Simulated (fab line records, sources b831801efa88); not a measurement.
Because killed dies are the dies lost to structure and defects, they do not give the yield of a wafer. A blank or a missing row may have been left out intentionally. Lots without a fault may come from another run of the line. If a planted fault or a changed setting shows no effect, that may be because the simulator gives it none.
fab line records    flow sky130
record lots=6  wafers=18  lastDay=50
route steps=708 shown METAL5@679 PASSIVATION@681 PAD_OPEN@708
lots that met no fault: from a run of the same line without faults
startH: the number of hours between the record's first day and the start of the first shown wafer of the lot    waitH: hours since the lot's step before    " identical to the entry in the row above    L1.1+2: several wafers, shown together as one row    - no value, or no start was given    * or withheld: withheld    < > ~ a bound
route shown NAME@n: NAME is a module with steps in the file, n the number in the route of the first one    usual: the fault-free wafers' mean and standard deviation    same: alike in all rows    chamber/n: place in a boat    sites: readings site by site    _std_site: the standard deviation of these    _edge_site: outer sites' mean less inner sites'    radiusMm: for every site, how far away it sits from the centre of the wafer    mask NAME#n: copy n    behind: the last tool/chamber to shape the wafer    hold: what put the lot on hold/how long, in hours/how the hold closed    device: transistor that didn't switch, given as n, p or np    end of line: tests of these same wafers at the route's end    for a step that has no rows: nothing shown but its recipe    killed: dies lost to structure and defects at the first sort, not the wafer's yield    map: per-die view of a wafer (x killed, . not killed, _ where there is no die)
set.NAME: setting as actually run; set.NAME@STEP: the setting as run at that earlier step    model.NAME: the simulator's own value behind a step, which no gauge read
certain route steps with their lots: each step a table, each wafer a row
services: a tool's chamber out of use, with start hour (startH, from the record's first day; less than 0 if before it), hours out, and reason
## steps
# step SKY_METAL5_CLEAN_18
# recipe chemistry=IPA  timeS=180  tempC=25
# step SKY_METAL5_CLEAN_19
# recipe chemistry=O3/DIW  dry=n2Spin
# step SKY_PASSIVATION_CVD_00
# recipe material=SiO2  targetThkNm=90  tempC=400  timeS=withheld  rfW=600
# usual heaterPowerW=657/66
lot.wafer  tool      chamber  startH   waitH  heaterPowerW
L538.1     pecvd-02  2        1041.00  0.0    528
L538.5     "         1        "        "      622
L538.6     "         0        "        "      651
L542.1     pecvd-03  2        1074.76  0.0    614
L542.2     "         0        "        "      610
L542.6     "         2        "        "      619
L548.2     pecvd-03  2        1103.56  0.0    676
L548.3     "         1        "        "      669
L548.4     "         0        "        "      676
L555.3     pecvd-04  2        1158.08  0.0    604
L555.4     "         1        "        "      581
L555.5     "         2        "        "      634
L558.1     pecvd-04  1        1172.02  0.0    642
L558.5     "         2        "        "      631
L558.6     "         0        "        "      749
L559.1     pecvd-04  2        1176.75  0.0    664
L559.2     "         1        "        "      629
L559.3     "         0        "        "      742
# step SKY_PASSIVATION_THK_MEAS_01
# recipe reads=SiO2_of_PASSIVATION_CVD_00
# usual PASSIVATION_CVD_00_THK=90.3/1.2
lot.wafer  tool          chamber  startH   waitH  PASSIVATION_CVD_00_THK[nm]
L538.1     filmMetro-03  -        1041.02  -      88.2
L538.5     "             -        "        "      89.7
L538.6     "             -        "        "      89.7
L542.1     filmMetro-01  -        1074.78  -      91.2
L542.2     "             -        "        "      90.6
L542.6     "             -        "        "      92.9
L548.2     filmMetro-03  -        1103.59  -      90.0
L548.3     "             -        "        "      89.6
L548.4     "             -        "        "      91.1
L555.3     filmMetro-03  -        1158.12  -      89.9
L555.4     "             -        "        "      92.3
L555.5     "             -        "        "      90.9
L558.1     filmMetro-01  -        1172.04  -      89.0
L558.5     "             -        "        "      89.6
L558.6     "             -        "        "      90.6
L559.1     filmMetro-01  -        1176.77  -      89.6
L559.2     "             -        "        "      88.7
L559.3     "             -        "        "      89.7
# step SKY_PASSIVATION_CVD_02
# recipe material=Si3N4  targetThkNm=540  tempC=400  timeS=withheld  rfW=461.5
# usual heaterPowerW=705/79
lot.wafer  tool      chamber  startH   waitH  heaterPowerW
L538.1     pecvd-03  2        1041.08  0.1    615
L538.5     "         0        "        "      639
L538.6     "         1        "        "      737
L542.1     pecvd-02  2        1074.84  0.1    639
L542.2     "         1        "        "      712
L542.6     "         2        "        "      516
L548.2     pecvd-04  1        1103.64  0.0    643
L548.3     "         0        "        "      763
L548.4     "         1        "        "      697
L555.3     pecvd-02  2        1158.16  0.0    556
L555.4     "         0        "        "      654
L555.5     "         2        "        "      582
L558.1     pecvd-03  2        1172.10  0.1    729
L558.5     "         1        "        "      768
L558.6     "         0        "        "      786
L559.1     pecvd-03  0        1176.83  0.1    679
L559.2     "         1        "        "      717
L559.3     "         2        "        "      695
# step SKY_PASSIVATION_THK_MEAS_03
# recipe reads=Si3N4_of_PASSIVATION_CVD_02
# usual PASSIVATION_CVD_02_THK=545/7.3
lot.wafer  tool          chamber  startH   waitH  PASSIVATION_CVD_02_THK[nm]
L538.1     filmMetro-03  -        1041.31  -      540
L538.5     "             -        "        "      549
L538.6     "             -        "        "      550
L542.1     filmMetro-03  -        1075.06  -      531
L542.2     "             -        "        "      529
L542.6     "             -        "        "      536
L548.2     filmMetro-02  -        1103.87  -      550
L548.3     "             -        "        "      541
L548.4     "             -        "        "      560
L555.3     filmMetro-03  -        1158.41  -      542
L555.4     "             -        "        "      544
L555.5     "             -        "        "      546
L558.1     filmMetro-02  -        1172.33  -      545
L558.5     "             -        "        "      546
L558.6     "             -        "        "      549
L559.1     filmMetro-01  -        1177.06  -      540
L559.2     "             -        "        "      544
L559.3     "             -        "        "      534
# step SKY_PASSIVATION_DEHYDRATE_04
# recipe tempC=200  timeS=60
# step SKY_PASSIVATION_HMDS_05
# recipe primeTimeS=60  primeTempC=120
# step SKY_PASSIVATION_COAT_06
# recipe spinRpm=2000  resistThkNm=3000
# step SKY_PASSIVATION_SOFTBAKE_07
# recipe tempC=110  timeS=withheld
# step SKY_PASSIVATION_EXPOSE_08
# recipe maskId=NSM  targetCdNm=3000  na=0.57  doseMj=260
# step SKY_PASSIVATION_PEB_09
# recipe tempC=115  timeS=withheld
# step SKY_PASSIVATION_DEVELOP_10
# recipe developTimeS=60  devTempC=23
# usual chillPlateTempC=23.02/0.11  developerTempC=23.00/0.11
lot.wafer  tool           chamber  startH  waitH  chillPlateTempC  developerTempC
L538.1     lithoTrack-02  0        1062    -      23.17            23.01
L538.5     "              0        1063    -      23.04            22.91
L538.6     "              0        "       "      23.17            23.04
L542.1     lithoTrack-02  0        1095    -      23.16            22.08
L542.2     "              0        "       "      23.00            22.11
L542.6     "              0        "       "      22.89            22.05
L548.2     lithoTrack-02  0        1123    -      23.09            22.01
L548.3     "              0        "       "      22.87            22.30
L548.4     "              0        "       "      23.14            22.21
L555.3     lithoTrack-04  0        1175    -      23.12            22.86
L555.4     "              0        "       "      23.16            22.82
L555.5     "              0        "       "      23.12            22.92
L558.1     lithoTrack-03  0        1188    -      23.00            23.04
L558.5     "              0        "       "      23.06            22.96
L558.6     "              0        "       "      23.27            22.94
L559.1     lithoTrack-03  0        1193    -      22.86            22.93
L559.2     "              0        "       "      22.99            22.99
L559.3     "              0        "       "      23.02            22.86
# step SKY_PASSIVATION_ETCH_11
# recipe chemistry=CF4/O2  targetDepthNm=725  stopOn=AlCu  sourceW=800  biasW=150  pressureMtorr=150  cf4FlowSccm=80  O2_flow_sccm=10  timeS=161.1
# usual cf4FlowSccm=79.98/0.23  drypumpMotorCurrentA=5.8/0.34  oesProductAu=0.979/0.0064  throttleValvePct=5.965/0.0087
# same timeS=161.1
lot.wafer  tool        chamber  startH   waitH  cf4FlowSccm  drypumpMotorCurrentA  oesProductAu  rfHoursCounterH  throttleValvePct
L538.1     rieDiel-02  0        1063.14  -      79.96        6.0                   0.975         33               5.964
L538.5     "           3        "        "      79.62        6.1                   0.978         -                5.966
L538.6     "           2        "        "      79.88        5.7                   0.985         -                5.972
L542.1     rieDiel-04  2        1095.64  -      80.22        5.5                   0.965         12               5.980
L542.2     "           1        "        "      79.75        5.5                   0.970         13               5.967
L542.6     "           3        "        "      80.31        5.4                   0.976         -                5.943
L548.2     rieDiel-03  2        1123.29  -      80.11        6.5                   0.985         13               5.967
L548.3     "           0        "        "      80.04        5.7                   0.978         19               5.959
L548.4     "           1        "        "      80.02        5.8                   0.983         18               5.960
L555.3     rieDiel-04  1        1175.59  -      79.51        5.5                   0.982         16               5.967
L555.4     "           3        "        "      79.74        5.4                   0.982         2                5.972
L555.5     "           3        "        "      79.90        5.4                   0.985         -                5.963
L558.1     rieDiel-04  1        1188.72  -      80.11        5.5                   0.980         17               5.956
L558.5     "           1        "        "      80.17        5.5                   0.989         -                5.971
L558.6     "           0        "        "      80.23        6.2                   0.992         -                5.956
L559.1     rieDiel-02  3        1193.17  -      80.06        6.1                   0.978         1                5.967
L559.2     "           2        "        "      79.55        5.7                   0.984         1                5.953
L559.3     "           0        "        "      79.90        6.0                   0.981         2                5.954
# step SKY_PAD_OPEN_PROBE_99
# usual defectLimitedYield=83.0/1.9  killed_at_M0_to_M3=43/6.9  killed_at_M4_up=3.1/1.9  killedAtContacts=24/5.4  killedAtFrontEnd=14/4.3  killedAtOther=0.3/0.53  killedDies=84/9.5  killedOpen=46/6.8  killedShort=38/6  sort_bin_3_pad_short=0.9/0.46  sort_bin_5_function=10.0/1.4  sort_bin_6_memory=6.1/1.1  sortNPass=408/9.5  sortYieldPct=83.0/1.9
# same grossDies=492  killedAtBackSide=0  sort_bin_4_leakage[%]=0  sort_bin_8_speed[%]=0
lot.wafer  tool       chamber  startH   waitH  defectLimitedYield[%]  killed_at_M0_to_M3  killed_at_M4_up  killedAtContacts  killedAtFrontEnd  killedAtOther  killedDies  killedOpen  killedShort  sort_bin_3_pad_short[%]  sort_bin_5_function[%]  sort_bin_6_memory[%]  sortNPass  sortYieldPct[%]
L538.1     prober-02  -        1086.17  0.1    82.3                   39                  5                28                15                0              87          49          38           0.2                      11.0                    6.5                   405        82.3
L538.5     prober-02  -        1086.37  0.2    84.8                   41                  4                18                11                1              75          44          31           1.2                      7.9                     6.1                   417        84.8
L538.6     prober-02  -        1086.42  0.2    82.5                   55                  4                16                11                0              86          47          38           0.6                      8.7                     8.1                   406        82.5
L542.1     prober-01  -        1116.84  0.1    84.1                   25                  2                31                20                0              78          41          37           1.6                      8.7                     5.5                   414        84.1
L542.2     prober-01  -        1116.89  0.1    82.5                   40                  1                26                19                0              86          46          40           1.4                      9.3                     6.7                   406        82.5
L542.6     prober-01  -        1117.09  0.2    84.3                   39                  2                26                10                0              77          33          44           0.4                      9.8                     5.5                   415        84.3
L548.2     prober-02  -        1143.81  0.1    82.1                   44                  11               22                11                0              88          46          41           0.4                      9.3                     8.1                   404        82.1
L548.3     prober-02  -        1143.86  0.2    82.3                   45                  2                25                15                0              87          51          34           1.2                      11.2                    5.3                   405        82.3
L548.4     prober-02  -        1143.91  0.2    83.1                   44                  2                19                18                0              83          46          36           1.0                      11.4                    4.5                   409        83.1
L555.3     prober-01  -        1194.96  0.2    86.6                   35                  1                16                14                0              66          38          28           1.0                      7.1                     5.3                   426        86.6
L555.4     prober-01  -        1195.01  0.2    83.3                   44                  3                18                16                1              82          38          44           1.4                      10.0                    5.3                   410        83.3
L555.5     prober-01  -        1195.06  0.2    81.3                   47                  3                32                9                 1              92          49          43           0.8                      10.8                    7.1                   400        81.3
L558.1     prober-02  -        1206.65  0.1    80.9                   45                  4                23                21                1              94          49          45           1.2                      11.8                    6.1                   398        80.9
L558.5     prober-02  -        1206.85  0.2    83.5                   35                  1                25                19                1              81          40          41           1.0                      8.9                     6.5                   411        83.5
L558.6     prober-02  -        1206.90  0.2    82.5                   45                  0                24                17                0              86          52          34           0.8                      10.2                    6.5                   406        82.5
L559.1     prober-02  -        1211.25  0.1    83.9                   44                  3                19                12                1              79          41          37           0.6                      10.2                    5.3                   413        83.9
L559.2     prober-02  -        1211.30  0.1    82.5                   53                  5                15                13                0              86          46          40           0.8                      11.0                    5.7                   406        82.5
L559.3     prober-02  -        1211.35  0.2    84.3                   40                  2                26                9                 0              77          45          32           0.4                      9.8                     5.5                   415        84.3
# killed by level:class
L538.1 VIA1:geometricParticle:open=12 LI_CONTACT:geometricParticle:open=9 CONTACT:geometricParticle:open=6 VIA3:geometricParticle:open=6 FIELD_ISO:geometricParticle:open=5 LOCAL_INTERCONNECT:geometricParticle:short=5 CONTACT:geometricParticle:short=5 METAL1:geometricParticle:short=5
L538.5 VIA1:geometricParticle:open=9 VIA2:geometricParticle:open=8 VIA3:geometricParticle:open=8 LI_CONTACT:geometricParticle:open=6 CONTACT:geometricParticle:open=5 FIELD_ISO:geometricParticle:short=3 FIELD_ISO:geometricParticle:open=3 POLY_GATE:geometricParticle:short=3
L538.6 VIA1:geometricParticle:open=9 VIA2:geometricParticle:open=9 VIA3:geometricParticle:open=8 VIA3:geometricParticle:short=8 LI_CONTACT:geometricParticle:open=6 METAL1:geometricParticle:short=5 METAL2:geometricParticle:short=5 CONTACT:geometricParticle:open=4
L542.1 LI_CONTACT:geometricParticle:open=8 CONTACT:geometricParticle:open=8 POLY_GATE:geometricParticle:short=7 CONTACT:geometricParticle:short=5 VIA2:geometricParticle:open=5 FIELD_ISO:geometricParticle:open=4 POLY_GATE:geometricParticle:open=4 LI_CONTACT:geometricParticle:short=4
L542.2 VIA1:geometricParticle:open=13 CONTACT:geometricParticle:open=9 VIA2:geometricParticle:open=7 FIELD_ISO:geometricParticle:short=6 LI_CONTACT:geometricParticle:open=6 CONTACT:geometricParticle:short=6 POLY_GATE:geometricParticle:short=5 VIA3:geometricParticle:open=5
L542.6 VIA1:geometricParticle:open=12 CONTACT:geometricParticle:short=8 LOCAL_INTERCONNECT:geometricParticle:short=7 CONTACT:geometricParticle:open=7 POLY_GATE:geometricParticle:short=5 VIA1:geometricParticle:short=4 METAL2:geometricParticle:short=4 LI_CONTACT:geometricParticle:open=3
L548.2 VIA1:geometricParticle:open=13 METAL4:geometricParticle:short=8 CONTACT:geometricParticle:open=7 METAL2:geometricParticle:short=7 VIA2:geometricParticle:open=6 LI_CONTACT:geometricParticle:open=5 VIA3:geometricParticle:open=4 METAL3:geometricParticle:short=4
L548.3 VIA1:geometricParticle:open=14 CONTACT:geometricParticle:open=13 CONTACT:geometricParticle:short=7 VIA1:geometricParticle:short=7 VIA3:geometricParticle:open=6 METAL2:geometricParticle:short=6 VIA2:geometricParticle:open=5 POLY_GATE:geometricParticle:open=4
L548.4 VIA1:geometricParticle:open=14 CONTACT:geometricParticle:open=10 FIELD_ISO:geometricParticle:short=5 VIA1:geometricParticle:short=5 METAL2:geometricParticle:short=5 VIA3:geometricParticle:open=5 FIELD_ISO:geometricParticle:open=4 LI_CONTACT:geometricParticle:open=4
L555.3 VIA3:geometricParticle:open=8 CONTACT:geometricParticle:open=7 VIA1:geometricParticle:open=7 POLY_GATE:geometricParticle:open=6 METAL2:geometricParticle:short=6 METAL3:geometricParticle:short=4 FIELD_ISO:geometricParticle:short=3 VIA1:geometricParticle:short=3
L555.4 VIA1:geometricParticle:open=8 CONTACT:geometricParticle:open=7 VIA3:geometricParticle:open=7 CONTACT:geometricParticle:short=6 VIA2:geometricParticle:open=6 FIELD_ISO:geometricParticle:short=5 VIA1:geometricParticle:short=5 METAL2:geometricParticle:short=5
L555.5 VIA1:geometricParticle:open=13 CONTACT:geometricParticle:short=9 CONTACT:geometricParticle:open=8 LI_CONTACT:geometricParticle:open=8 VIA1:geometricParticle:short=6 METAL2:geometricParticle:short=6 VIA2:geometricParticle:open=6 LI_CONTACT:geometricParticle:short=5
L558.1 VIA1:geometricParticle:open=12 VIA3:geometricParticle:open=8 CONTACT:geometricParticle:open=7 FIELD_ISO:geometricParticle:short=6 POLY_GATE:geometricParticle:short=6 LI_CONTACT:geometricParticle:open=6 METAL2:geometricParticle:short=6 VIA1:geometricParticle:short=5
L558.5 CONTACT:geometricParticle:open=8 VIA1:geometricParticle:short=7 FIELD_ISO:geometricParticle:open=6 LOCAL_INTERCONNECT:geometricParticle:short=5 VIA2:geometricParticle:open=5 FIELD_ISO:geometricParticle:short=4 POLY_GATE:geometricParticle:open=4 LI_CONTACT:geometricParticle:open=4
L558.6 LOCAL_INTERCONNECT:geometricParticle:short=9 VIA3:geometricParticle:open=8 POLY_GATE:geometricParticle:open=7 CONTACT:geometricParticle:open=7 VIA1:geometricParticle:open=7 VIA3:geometricParticle:short=7 FIELD_ISO:geometricParticle:open=5 LI_CONTACT:geometricParticle:open=5
L559.1 VIA1:geometricParticle:open=11 VIA3:geometricParticle:open=9 CONTACT:geometricParticle:open=6 VIA2:geometricParticle:open=6 CONTACT:geometricParticle:short=5 FIELD_ISO:geometricParticle:short=4 POLY_GATE:geometricParticle:short=4 VIA3:geometricParticle:short=4
L559.2 VIA3:geometricParticle:open=13 VIA2:geometricParticle:open=9 VIA1:geometricParticle:open=8 METAL1:geometricParticle:short=6 METAL2:geometricParticle:short=5 CONTACT:geometricParticle:open=5 VIA3:geometricParticle:short=5 METAL4:geometricParticle:short=5
L559.3 LI_CONTACT:geometricParticle:open=9 VIA2:geometricParticle:open=8 VIA1:geometricParticle:open=8 CONTACT:geometricParticle:open=6 METAL2:geometricParticle:short=6 VIA3:geometricParticle:open=5 CONTACT:geometricParticle:short=5 METAL1:geometricParticle:short=4
## services
tool        chamber  startH   hours  kind
rieDiel-03  0        1019.57  14.4   repair
rieDiel-03  2        1019.70  23.2   repair
rieDiel-02  1        1021.42  100.9  repair
pecvd-03    0        1026.12  5.5    scheduledDown
rieDiel-04  2        1049.63  17.6   repair
pecvd-03    -        1061.18  1.0    repair
rieDiel-04  0        1067.24  -      clean
rieDiel-04  0        1067.24  34.8   scheduledDown
pecvd-03    -        1078.50  7.3    repair
rieDiel-03  3        1088.61  8.7    repair
rieDiel-02  -        1093.14  3.0    repair
rieDiel-02  0        1095.37  5.4    repair
pecvd-02    1        1098.05  20.0   repair
rieDiel-03  3        1117.47  5.6    repair
pecvd-04    1        1120.62  5.5    scheduledDown
pecvd-03    1        1130.39  5.5    scheduledDown
rieDiel-02  0        1152.69  1.6    repair
pecvd-02    -        1164.86  15.9   repair
pecvd-04    0        1180.62  -      clean
pecvd-04    0        1180.62  -      consumableReplace:showerhead
pecvd-04    0        1180.62  29.0   scheduledDown
pecvd-04    0        1180.62  29.0   ventCycle
rieDiel-03  2        1182.34  2.1    repair
pecvd-03    0        1188.84  5.0    scheduledDown
## key
firstSign step=SKY_PASSIVATION_DEVELOP_10  reading=developerTempC  direction=down  sigmas=8.1  usual=*  struck=*
effect none on later readings
metAt SKY_PASSIVATION_DEVELOP_10
struckWafers L542.1,L542.2,L542.6,L548.2,L548.3,L548.4
onsetBetween 1062 1095
fault kind=processParameterDrift  tool=lithoTrack-02  chamber=-  onsetH=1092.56  steps=SKY_PASSIVATION_DEVELOP_10  channel=devTempC  offset=*  shape=step  endH=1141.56  actsIn=*  stated=*
